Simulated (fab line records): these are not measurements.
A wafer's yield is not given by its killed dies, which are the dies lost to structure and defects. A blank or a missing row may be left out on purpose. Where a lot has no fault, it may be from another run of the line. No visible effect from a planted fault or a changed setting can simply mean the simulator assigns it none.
fab line records    flow sky130
[record] lots = 12  wafers = 36  last_day = 50
route steps=708 shown PWDE@54 VT_ADJUST_HVTP@94 METAL1@435
lots that met no fault: from a run of the same line without faults
start_h: start of the lot's first displayed wafer, in hours after the record's first day    wait_h: how many hours have passed since the lot's step before this one    " identical to the entry in the row above    L1.1+2: several wafers, shown together as one row    - no value present, or no start provided    * or withheld: withheld    < > ~ a bound
route shown NAME@n: NAME is a module with steps in the file, n the number in the route of the first one    usual: mean/standard deviation taken from wafers without a fault    same: alike in all rows    chamber/n: place in a boat    sites: the reading at each site    _std_site: their standard deviation    _edge_site: the outer-site mean with the inner-site mean subtracted    radius_mm: how far each site lies from the wafer's centre    mask NAME#n: copy n    behind: the most recent tool/chamber to have shaped the wafer    hold: why the lot was held/for how many hours/how that ended    device: the transistor (n, p or np) that didn't switch    end of line: the tests these same wafers got at the end of their route    a step without rows: its recipe alone    killed: not the wafer's yield, but the dies lost to structure and defects at the first sort    map: the dies of a wafer, with x for killed, . for not killed, _ for no die there
set.NAME: setting as actually run; set.NAME@STEP: the setting as run at that earlier step    model.NAME: the simulator's own value behind a step, which no gauge read
route steps across a sampled set of lots; one table per step, one row per wafer
services: when a tool's chamber went out of use (start_h, in hours from the record's first day, below 0 if earlier), for how many hours, and the reason
[[steps]]
[step SKY_PWDE_STRIP_09]
[recipe] chemistry = O2/N2  power_w = 1400  pressure_mtorr = 1500  platen_temp_c = withheld  o2_flow_sccm = 3000  n2_flow_sccm = 300  overash_fraction = 0.5
[usual] chamber_pressure_mTorr = 1500.0/1.3  drypump_motor_current_A = 5.8/0.52  oes_product_au = 0.723/0.0045  strip_time_to_endpoint_s = 36.96/0.11
lot.wafer  tool             chamber  start_h  wait_h  chamber_pressure_mTorr  drypump_motor_current_A  oes_product_au  rf_hours_counter_h  strip_time_to_endpoint_s
L377.2     plasma_asher-04  1        69.59    0.1     1499.6                  5.0                      0.726           27                  37.09
L377.3     "                0        "        "       1499.6                  6.7                      0.733           -                   37.09
L377.5     "                1        "        "       1500.0                  5.0                      0.730           -                   37.09
L380.3     plasma_asher-04  1        93.12    0.1     1501.1                  5.0                      0.714           -                   36.93
L380.4     "                0        "        "       1503.1                  6.7                      0.723           -                   36.81
L380.5     "                0        "        "       1501.4                  6.7                      0.719           -                   36.88
L384.2     plasma_asher-02  1        114.91   0.1     1498.7                  5.7                      0.722           44                  36.78
L384.3     "                1        "        "       1499.5                  5.7                      0.717           -                   36.75
L384.5     "                1        "        "       1499.3                  5.7                      0.724           -                   36.87
L389.2     plasma_asher-04  1        134.64   0.1     1501.3                  5.0                      0.729           34                  37.04
L389.3     "                0        "        "       1499.7                  6.7                      0.722           -                   37.04
L389.4     "                1        "        "       1499.6                  5.0                      0.729           -                   37.05
L390.2     plasma_asher-03  0        140.05   0.1     1499.9                  6.1                      0.720           42                  36.93
L390.4     "                1        "        "       1502.6                  5.8                      0.722           -                   36.93
L390.5     "                1        "        "       1499.8                  5.8                      0.724           -                   36.83
L391.4     plasma_asher-02  0        144.24   0.1     1499.4                  5.6                      0.717           -                   36.93
L391.5     "                1        "        "       1501.9                  5.6                      0.722           -                   36.85
L391.6     "                0        "        "       1501.3                  5.6                      0.727           -                   36.91
L394.1     plasma_asher-03  1        160.60   0.1     1499.3                  5.8                      0.729           44                  36.98
L394.5     "                1        "        "       1500.2                  5.8                      0.727           -                   36.95
L394.6     "                0        "        "       1500.4                  6.2                      0.735           -                   36.98
L395.2     plasma_asher-02  1        167.95   0.1     1499.1                  5.7                      0.713           49                  37.06
L395.5     "                0        "        "       1499.0                  5.6                      0.722           -                   37.03
L395.6     "                1        "        "       1498.1                  5.7                      0.722           -                   37.05
L396.2     plasma_asher-04  1        173.50   0.1     1501.2                  5.0                      0.724           36                  36.89
L396.3     "                1        "        "       1497.3                  5.0                      0.721           -                   37.00
L396.6     "                0        "        "       1500.2                  6.7                      0.723           -                   37.03
L397.2     plasma_asher-02  0        181.25   0.1     1500.4                  5.6                      0.725           50                  36.99
L397.5     "                0        "        "       1497.8                  5.6                      0.722           -                   37.04
L397.6     "                1        "        "       1498.8                  5.7                      0.721           -                   37.07
L399.3     plasma_asher-04  1        190.94   0.1     1497.1                  5.0                      0.718           -                   36.91
L399.5     "                0        "        "       1500.0                  6.7                      0.728           -                   37.05
L399.6     "                1        "        "       1501.1                  5.0                      0.732           -                   36.91
L400.1     plasma_asher-04  1        196.24   0.1     1499.1                  5.0                      0.718           38                  37.10
L400.3     "                1        "        "       1500.5                  5.0                      0.727           -                   37.03
L400.5     "                1        "        "       1499.7                  5.0                      0.724           -                   37.10
[step SKY_PWDE_TW_MEAS_10]
[usual] PWDE_TW = 373.8/2.3
lot.wafer  tool           chamber  start_h  wait_h  PWDE_TW
L377.2     film_metro-03  -        69.70    0.1     374.0
L377.3     "              -        "        "       373.5
L377.5     "              -        "        "       373.1
L380.3     film_metro-01  -        93.21    0.1     371.5
L380.4     "              -        "        "       371.5
L380.5     "              -        "        "       372.3
L384.2     film_metro-02  -        115.02   0.1     375.4
L384.3     "              -        "        "       379.0
L384.5     "              -        "        "       376.7
L389.2     film_metro-01  -        134.75   0.1     372.3
L389.3     "              -        "        "       372.0
L389.4     "              -        "        "       370.7
L390.2     film_metro-01  -        140.16   0.1     370.9
L390.4     "              -        "        "       369.9
L390.5     "              -        "        "       371.1
L391.4     film_metro-02  -        144.44   0.2     372.3
L391.5     "              -        "        "       374.9
L391.6     "              -        "        "       371.4
L394.1     film_metro-01  -        160.70   0.1     373.3
L394.5     "              -        "        "       373.5
L394.6     "              -        "        "       372.2
L395.2     film_metro-02  -        168.06   0.1     376.8
L395.5     "              -        "        "       376.6
L395.6     "              -        "        "       379.1
L396.2     film_metro-03  -        173.61   0.1     372.7
L396.3     "              -        "        "       373.9
L396.6     "              -        "        "       373.9
L397.2     film_metro-02  -        181.36   0.1     375.6
L397.5     "              -        "        "       375.2
L397.6     "              -        "        "       375.4
L399.3     film_metro-02  -        191.03   0.1     378.9
L399.5     "              -        "        "       377.5
L399.6     "              -        "        "       377.8
L400.1     film_metro-02  -        196.34   0.1     377.0
L400.3     "              -        "        "       373.8
L400.5     "              -        "        "       375.8
[step SKY_VT_ADJUST_HVTP_IMPLANT_09]
[recipe] species = As  energy_kev = 150  dose_cm2 = 4.3e+12  tilt_deg = withheld
[usual] beam_energy_keV = 150.00/0.049  beam_on_s = 9.99/0.19  end_station_pressure_torr = 5e-06/2.6e-07
lot.wafer  tool          chamber  start_h  wait_h  beam_energy_keV  beam_on_s  end_station_pressure_torr
L377.2     implanter-03  0        121.38   0.0     150.05           9.81       4.99e-06
L377.3     "             0        "        "       150.09           9.82       5.02e-06
L377.5     "             0        "        "       149.98           10.11      5.21e-06
L380.3     implanter-03  0        148.38   0.1     149.97           9.92       4.99e-06
L380.4     "             0        "        "       150.01           9.90       4.89e-06
L380.5     "             0        "        "       150.02           9.74       5.13e-06
L384.2     implanter-01  0        169.96   0.0     150.04           10.08      5.02e-06
L384.3     "             0        "        "       149.92           9.96       5.38e-06
L384.5     "             0        "        "       150.02           9.98       4.91e-06
L389.2     implanter-01  0        192.56   0.0     172.49           10.17      5.41e-06
L389.3     "             0        "        "       172.46           10.15      5.08e-06
L389.4     "             0        "        "       172.54           9.79       5.12e-06
L390.2     implanter-01  0        198.51   0.0     172.53           10.27      4.96e-06
L390.4     "             0        "        "       172.49           9.80       4.98e-06
L390.5     "             0        "        "       172.58           9.99       5.38e-06
L391.4     implanter-01  0        204.76   1.6     172.58           9.89       5.24e-06
L391.5     "             0        "        "       172.49           9.58       4.82e-06
L391.6     "             0        "        "       172.48           9.90       4.94e-06
L394.1     implanter-03  0        221.53   0.0     150.04           9.96       5.13e-06
L394.5     "             0        "        "       150.08           9.78       4.67e-06
L394.6     "             0        "        "       150.06           9.87       4.95e-06
L395.2     implanter-03  0        233.44   0.7     150.01           10.07      4.7e-06
L395.5     "             0        "        "       150.01           9.76       4.68e-06
L395.6     "             0        "        "       150.04           10.02      5.56e-06
L396.2     implanter-03  0        240.88   0.0     150.03           9.88       5.07e-06
L396.3     "             0        "        "       150.01           9.89       5.3e-06
L396.6     "             0        "        "       150.03           10.10      4.72e-06
L397.2     implanter-02  0        247.50   0.0     149.93           9.90       4.92e-06
L397.5     "             0        "        "       149.90           10.10      5.15e-06
L397.6     "             0        "        "       149.98           9.94       4.74e-06
L399.3     implanter-03  0        257.66   0.1     150.02           10.30      5.3e-06
L399.5     "             0        "        "       149.94           9.95       4.9e-06
L399.6     "             0        "        "       149.94           10.02      4.86e-06
L400.1     implanter-02  0        264.58   0.0     150.01           9.85       4.94e-06
L400.3     "             0        "        "       150.03           9.94       4.65e-06
L400.5     "             0        "        "       149.88           10.42      4.8e-06
[step SKY_VT_ADJUST_HVTP_TW_MEAS_11]
[usual] VT_ADJUST_HVTP_TW = 1353/8.5
lot.wafer  tool           chamber  start_h  wait_h  VT_ADJUST_HVTP_TW
L377.2     film_metro-04  -        121.62   0.1     1362
L377.3     "              -        "        "       1364
L377.5     "              -        "        "       1360
L380.3     film_metro-01  -        148.60   0.1     1352
L380.4     "              -        "        "       1354
L380.5     "              -        "        "       1350
L384.2     film_metro-04  -        170.19   0.1     1364
L384.3     "              -        "        "       1371
L384.5     "              -        "        "       1368
L389.2     film_metro-03  -        192.79   0.1     1400
L389.3     "              -        "        "       1395
L389.4     "              -        "        "       1393
L390.2     film_metro-03  -        198.74   0.1     1396
L390.4     "              -        "        "       1397
L390.5     "              -        "        "       1404
L391.4     film_metro-01  -        204.96   0.1     1408
L391.5     "              -        "        "       1405
L391.6     "              -        "        "       1404
L394.1     film_metro-01  -        221.78   0.1     1349
L394.5     "              -        "        "       1350
L394.6     "              -        "        "       1340
L395.2     film_metro-03  -        233.67   0.1     1339
L395.5     "              -        "        "       1341
L395.6     "              -        "        "       1343
L396.2     film_metro-04  -        241.12   0.1     1359
L396.3     "              -        "        "       1362
L396.6     "              -        "        "       1357
L397.2     film_metro-03  -        247.74   0.1     1346
L397.5     "              -        "        "       1353
L397.6     "              -        "        "       1352
L399.3     film_metro-01  -        257.88   0.1     1343
L399.5     "              -        "        "       1344
L399.6     "              -        "        "       1341
L400.1     film_metro-04  -        264.83   0.1     1372
L400.3     "              -        "        "       1369
L400.5     "              -        "        "       1368
[step SKY_METAL1_SPUTTER_01]
[recipe] material = TiN  target_thk_nm = 20  power_w = 6500  time_s = 16.7  chamber_pressure_pa = 0.4
[usual] throttle_valve_pct = 30.0/0.76
lot.wafer  tool            chamber  start_h  wait_h  throttle_valve_pct
L377.2     pvd_sputter-01  -        727.73   0.0     29.7
L377.3     "               -        "        "       30.7
L377.5     "               -        "        "       30.5
L380.3     pvd_sputter-04  -        784.35   0.0     30.5
L380.4     "               -        "        "       29.6
L380.5     "               -        "        "       30.0
L384.2     pvd_sputter-02  -        797.90   0.0     28.3
L384.3     "               -        "        "       29.9
L384.5     "               -        "        "       29.4
L389.2     pvd_sputter-02  -        826.88   0.0     31.3
L389.3     "               -        "        "       29.8
L389.4     "               -        "        "       28.3
L390.2     pvd_sputter-01  -        835.22   0.0     30.7
L390.4     "               -        "        "       30.3
L390.5     "               -        "        "       29.7
L391.4     pvd_sputter-01  -        835.62   0.0     30.2
L391.5     "               -        "        "       31.1
L391.6     "               -        "        "       30.3
L394.1     pvd_sputter-01  -        843.32   0.0     29.9
L394.5     "               -        "        "       30.8
L394.6     "               -        "        "       29.8
L395.2     pvd_sputter-04  -        862.45   0.0     29.5
L395.5     "               -        "        "       29.4
L395.6     "               -        "        "       30.1
L396.2     pvd_sputter-02  -        879.15   0.0     28.4
L396.3     "               -        "        "       30.1
L396.6     "               -        "        "       30.0
L397.2     pvd_sputter-04  -        891.82   0.0     30.1
L397.5     "               -        "        "       29.5
L397.6     "               -        "        "       30.4
L399.3     pvd_sputter-04  -        893.55   0.0     30.1
L399.5     "               -        "        "       29.6
L399.6     "               -        "        "       30.2
L400.1     pvd_sputter-04  -        895.37   0.0     29.9
L400.3     "               -        "        "       29.4
L400.5     "               -        "        "       29.5
[[services]]
tool             chamber  start_h  hours  kind
plasma_asher-04  -        141.15   17.4   repair
implanter-03     -        155.03   1.8    repair
implanter-03     -        185.18   36.2   repair
implanter-03     -        210.68   4.0    repair
implanter-03     -        211.01   3.3    repair
implanter-03     -        301.70   8.8    repair
implanter-03     -        318.38   3.7    repair
implanter-03     -        329.16   3.5    pm
implanter-03     -        345.85   4.9    pm
plasma_asher-04  -        351.18   33.7   pm
plasma_asher-04  -        384.89   2.8    pm
plasma_asher-04  -        399.54   3.2    repair
implanter-03     -        415.10   22.9   pm
plasma_asher-04  -        418.83   3.3    repair
implanter-03     -        442.39   1.7    repair
plasma_asher-04  -        467.01   15.6   pm
implanter-03     -        479.51   2.2    repair
plasma_asher-04  -        552.31   5.8    repair
implanter-03     -        589.14   5.3    repair
implanter-03     -        693.84   2.0    repair
implanter-03     -        725.22   1.3    repair
implanter-03     -        775.61   1.7    repair
implanter-03     -        803.71   3.3    repair
implanter-03     -        818.16   5.1    pm
[[key]]
[first_sign] step = SKY_VT_ADJUST_HVTP_IMPLANT_09  reading = beam_energy_keV  direction = up  sigmas = 99+  usual = *  struck = *
[effect] step = SKY_VT_ADJUST_HVTP_TW_MEAS_11  reading = VT_ADJUST_HVTP_TW  direction = up  sigmas = 5.6  usual = 1353  struck = 1400
met_at SKY_VT_ADJUST_HVTP_IMPLANT_09
struck_lots L389,L390,L391
tester_left_out L389,L390,L391
not_acting_at SKY_PWDE_STRIP_09,SKY_PWDE_TW_MEAS_10,SKY_METAL1_SPUTTER_01
onset_between 169.96 192.56
[fault] kind = process_parameter_drift  tool = implanter-01  chamber = -  onset_h = 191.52  steps = SKY_VT_ADJUST_HVTP_IMPLANT_09  channel = energy_kev  offset = *  shape = step  end_h = 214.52  acts_in = *  stated = *
// tester_left_out: of these lots the tester's yield and bins aren't shown, on N5 and GAA mostly nor the transistor test; their killed dies are dies lost to structure and defects alone, not to doping, threshold or leakage, so they don't give the yield
